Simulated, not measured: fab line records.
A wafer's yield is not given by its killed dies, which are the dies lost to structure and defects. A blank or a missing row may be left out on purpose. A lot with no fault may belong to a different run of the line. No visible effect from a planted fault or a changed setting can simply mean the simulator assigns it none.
The same fault as seen by 2 desks    flow gf180mcu    each desk has only its own numbers; what lay behind them comes last

## FROM THE METROLOGY DESK
What the gauges read for every lot (on any tool): the sampled wafers with a number, averaged. If a lot's mean is further than 4 standard deviations from the usual mean, the lot is out of limits and carries the mark OUT (the distance appears in the brackets).
Columns: A = MVSD_TW at GF_MVSD_TW_MEAS_11, usual 1584; B = MVSD_RS at GF_VT_IMPLANT_RS_MEAS_46, usual 456.5 ohm/sq; C = DUAL_GATE_OVL at GF_DUAL_GATE_OVL_MEAS_11, usual -0.4 nm
lot   first seen here  A                B                C
L812  day 5 03:41      1597             456.2            -2.3
L813  day 5 10:08      1589             455.5            0.3
L814  day 5 19:31      1583             457.8            -0.7
L817  day 6 10:11      1573             457.3            0.8
L818  day 6 20:36      1572             456.6            -1.0
L819  day 7 00:38      1558             454.9            1.1
L822  day 7 15:41      1594             456.6            -0.5
L827  day 8 21:27      1530 (-4.5) OUT  537.5 (+85) OUT  2.1
L828  day 9 02:45      1538             536.1 (+84) OUT  0.6
L831  day 9 20:22      1589             456.3            1.3
L832  day 10 00:52     1587             457.9            -0.6
This desk finds L827, L828 out of limits, with the earliest case on L827 at day 8 21:27 (MVSD_TW at GF_MVSD_TW_MEAS_11). L812, L813, L814, L817, L818, L819, L822, L831, L832 stayed within limits.

## DESK OF THE TOOL OWNER: implanter-01
For each lot that ran on this tool, the mean over its sampled wafers that have a number, from the tool's own readings at GF_MVSD_IMPLANT_09. If a lot's mean is further than 4 standard deviations from the usual mean, the lot is out of limits and carries the mark OUT (the distance appears in the brackets).
Columns: A = dose_ions_cm2 at GF_MVSD_IMPLANT_09, usual 4.999e+12; B = faraday_current_uA at GF_MVSD_IMPLANT_09, usual 28.1
lot   first seen here  A                            B
L814  day 5 19:16      4.994e+12                    28.3
L822  day 7 15:26      4.998e+12                    27.9
L827  day 8 21:13      1.094e+12 (-99 or more) OUT  6.1 (-43) OUT
L828  day 9 02:31      1.091e+12 (-99 or more) OUT  6.1 (-43) OUT
This desk's finding: out of limits on L827, L828; first on L827, day 8 21:13 (dose_ions_cm2 at GF_MVSD_IMPLANT_09). L814, L822 stayed within limits.

## PUT TOGETHER
On L827, L828, at day 8 21:13, an alarm was possible from the tool owner's desk.
An alarm was possible from the metrology desk at day 8 21:27, on L827, L828.
All the named lots went through GF_MVSD_IMPLANT_09 on implanter-01.

## WHAT HAD BEEN PUT IN BY THE SIMULATOR
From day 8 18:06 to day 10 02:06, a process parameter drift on implanter-01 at GF_MVSD_IMPLANT_09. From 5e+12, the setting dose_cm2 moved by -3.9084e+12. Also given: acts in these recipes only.
Struck lots among those shown: L827, L828.
Fault start to first reading out of limits, in hours, per desk: tool owner, 3; metrology, 3.
